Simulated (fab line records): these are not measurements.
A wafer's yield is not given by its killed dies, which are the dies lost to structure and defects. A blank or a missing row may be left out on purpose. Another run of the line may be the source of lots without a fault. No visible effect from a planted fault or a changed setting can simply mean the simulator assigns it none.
Struck lot and sound lot, side by side + flow sky130 + 15 out of 708 route steps
Sound: these wafers, L266.2, L266.3, L266.6. Struck: wafer L279.2 (left out: L279.3, L279.6 of the same lot, which were not struck); the cause appears at the end.
Per side, at each step with rows, come the tool, then ch with its chambers, and then its first start. Under that, the readings that differ: sound wafers + struck wafers + difference of the means + sigmas: that difference in standard deviations of wafers without a fault.
alike: same words and numbers on both sides, and readings whose means sit less than 2 such deviations apart. not compared: any withheld reading, any reading some wafer has no value for, any bound like >300 that may hide the same value, and any number with overlapping values for which the record gives no deviation.
The two part at a step that has a row with sigmas, a row that says differs or no value, or rows on one side only. When numbers do not overlap yet have no deviation, they are printed without sigmas and do not part them. Lack of a reading on every wafer of one side parts them only where that side has two or more wafers.

SKY_VIA4_OVL_MEAS_11:
  struck on overlay-02, day 48 11:37; sound on overlay-01, day 45 01:34
  alike: VIA4_OVL
then, 1 step without rows for these wafers: SKY_VIA4_ETCH_12 (etches SiO2 in C4F8/O2/Ar, stops on TiN, target depth 580 nm).
SKY_VIA4_STRIP_13: strips in O2/N2.
  sound on plasmaAsher-01 ch 1, day 45 01:40; struck on plasmaAsher-01 ch 1, day 48 11:43
  alike: drypumpMotorCurrentA, oesProductAu, stripTimeToEndpointS
  not compared: rfHoursCounterH
then, 3 steps without rows for these wafers: SKY_VIA4_STRIP_14 (strips in post etch residue remover, time 1200 s); SKY_VIA4_CLEAN_15 (cleans in IPA, time 180 s); SKY_VIA4_CLEAN_16 (cleans in O3/DIW).
SKY_VIA4_SPUTTER_17: material TiN, target thk 20 nm, time 80 s.
  struck on pvdSputter-01, day 48 12:19; sound on pvdSputter-01, day 45 02:15
  alike: cathodeDcPowerW, throttleValvePct
then, 1 step without rows for these wafers: SKY_VIA4_CVD_18 (deposits W, target thk 505 nm, time 152.14 s).
SKY_VIA4_RS_MEAS_19: a four-point-probe measurement.
  struck on filmMetro-02, day 48 12:32; sound on filmMetro-01, day 45 02:29
  alike: VIA4_W_RS
SKY_VIA4_THK_MEAS_20: measures by xrf.
  struck on filmMetro-02, day 48 12:39; sound on filmMetro-01, day 45 02:35
  alike: VIA4_W_THK
SKY_VIA4_CMP_21: polishes, stops on SiO2, t overpolish 25 s, target thk 0 nm.
  sound on cmp-01 ch 0,1,2, day 45 02:44; struck on cmp-01 ch 1, day 48 12:42
| reading             | sound       | struck | difference | sigmas |
|---------------------|-------------|--------|------------|--------|
| timeToEndpointS (s) | 127 128 133 | 120    | -9         | -2     |
  alike: motorCurrentA, overpolishRunS, retainingRingPressureFrac
SKY_METAL5_SPUTTER_00: material Ti, target thk 15 nm, time 10 s.
  struck on pvdSputter-04, day 48 13:00; sound on pvdSputter-04, day 45 02:56
  alike: cathodeDcPowerW, throttleValvePct
SKY_METAL5_SPUTTER_01: material TiN, target thk 20 nm, time 16.7 s.
  struck on pvdSputter-04, day 48 13:01; sound on pvdSputter-04, day 45 02:58
| reading                                   | sound                | struck | difference | sigmas      |
|-------------------------------------------|----------------------|--------|------------|-------------|
| cathodeDcPowerW (W)                       | 6499.5 6499.2 6499.1 | 7255.7 | +756.4     | +99 or more |
| model.TiN_of_METAL5_SPUTTER_01.thkNm (nm) | 20.18 19.85 19.76    | 22.18  | +2.25      |             |
  alike: throttleValvePct
SKY_METAL5_SPUTTER_02: material AlCu, target thk 1150 nm, time 61.2 s.
  struck on pvdSputter-04, day 48 13:03; sound on pvdSputter-04, day 45 02:59
  alike: cathodeDcPowerW, throttleValvePct
then, 1 step without rows for these wafers: SKY_PAD_OPEN_PROBE_99.

## WHERE THEY PART
First at SKY_VIA4_CMP_21; last, within this record, at SKY_METAL5_SPUTTER_01. Later steps at which nothing parts them and some readings are alike: SKY_METAL5_SPUTTER_02.

WHY: what had been put in by the simulator
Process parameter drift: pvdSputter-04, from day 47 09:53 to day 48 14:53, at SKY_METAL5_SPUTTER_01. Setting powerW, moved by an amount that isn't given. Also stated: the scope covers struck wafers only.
